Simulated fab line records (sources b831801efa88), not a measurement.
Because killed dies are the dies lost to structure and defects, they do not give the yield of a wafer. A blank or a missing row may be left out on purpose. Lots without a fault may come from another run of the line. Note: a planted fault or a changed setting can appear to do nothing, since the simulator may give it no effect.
Code-filled problem report in 8D (eight disciplines) form + flow sky130 + the parts of the form that need people (team, actions taken, sign-off) are left out

## 1. PROBLEM STATEMENT
Across 9 wafers from 3 lots, VT_ADJUST_HVTP_TW at SKY_VT_ADJUST_HVTP_TW_MEAS_11 averages 1321, while fault-free wafers read 1359 with a standard deviation of 6.4. Relative to the usual mean, that is a shift of -5.9 standard deviations.
Seen first at day 11 17:37 on film-metro-04, wafer L274.1. At this step, 36 wafers from 12 lots have a number in the record. Rule for "out" (also "out of limits"): further than 4 standard deviations from the usual mean. The rest of the wafers with a number are treated as sound.

## 2. WHAT IT IS AND WHAT IT IS NOT
| question                    | is                           | is not                                               |
|-----------------------------|------------------------------|------------------------------------------------------|
| which readings at this step | VT_ADJUST_HVTP_TW            | -                                                    |
| which lots                  | L274, L275, L276             | L259, L261, L262, L264, L266, L268, L269, L271, L272 |
| which wafers of those lots  | all that have a number       | -                                                    |
| read on which gauges        | film-metro-01, film-metro-04 | film-metro-02                                        |
| when                        | from day 11 17:37            | up to then (27 sound wafers)                         |

## 3. WHAT RULES OUT EACH SUSPECT
Counting: a tool at a process step up to the reading stays a suspect if it ran every lot that is out and no sound lot after the first of them.
- the gauge at SKY_VT_ADJUST_HVTP_TW_MEAS_11 is ruled out. The wafers that are out were read on 2 gauges (film-metro-01, film-metro-04).
- implanter-01 at SKY_VT_ADJUST_HVTP_IMPLANT_09: kept. All lots that are out passed through it, beginning with L274 at day 11 17:22, and no sound lot followed; its final sound lot before that point was L272 at day 11 00:32. Its own readings are out on those wafers: dose-ions-cm2.
Remaining after the count: implanter-01 at SKY_VT_ADJUST_HVTP_IMPLANT_09.

## 4. THE CAUSE (what the simulator had put in)
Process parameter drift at SKY_VT_ADJUST_HVTP_IMPLANT_09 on implanter-01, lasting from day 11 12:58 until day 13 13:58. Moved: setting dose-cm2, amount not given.
After counting, this tool was the only one left.

## 5. SEQUENCE OF EFFECTS, ordered by route
One row per reading whose mean, taken over the struck wafers that have a number, lies over 3 standard deviations from the usual. Readings are gone through only where the record gives a usual standard deviation; hours: the median, over the lots, of the time from a lot's start at the first step in this table giving one to that lot's start at this step; sigmas: the change measured in usual standard deviations.
| hours | step                          | reading            | usual   | on struck wafers | change   | sigmas |
|-------|-------------------------------|--------------------|---------|------------------|----------|--------|
| 0     | SKY_VT_ADJUST_HVTP_IMPLANT_09 | dose-ions-cm2      | 4.3e+12 | 4.0e+12          | -3.5e+11 | -71    |
| 0     | SKY_VT_ADJUST_HVTP_IMPLANT_09 | faraday-current-uA | 24.3    | 22.3             | -2.0     | -4.3   |
| 0     | SKY_VT_ADJUST_HVTP_TW_MEAS_11 | VT_ADJUST_HVTP_TW  | 1359    | 1321             | -38      | -5.9   |
Its process steps:
- SKY_VT_ADJUST_HVTP_IMPLANT_09
Later measuring or inspecting steps at which every struck wafer that the step has a row for has a number for every such reading, and none has moved that far: SKY_VT_ADJUST_NCORE_OVL_MEAS_08.

## 6. HOW IT WOULD HAVE BEEN CAUGHT EARLIER
Counted from the fault's start at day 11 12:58, it took 5 hours until the first out-of-limits reading at a measuring or inspecting step in this record, taken at day 11 17:37.
The tool's own readings at SKY_VT_ADJUST_HVTP_IMPLANT_09 were out on every struck wafer that the step has a row for (dose-ions-cm2): an alarm limit on them would have fired on the first of those.
Of the lots that are out (3), L275, L276 began SKY_VT_ADJUST_HVTP_IMPLANT_09 on implanter-01 after day 11 17:37. A hold on the tool at that time would have spared those 2.
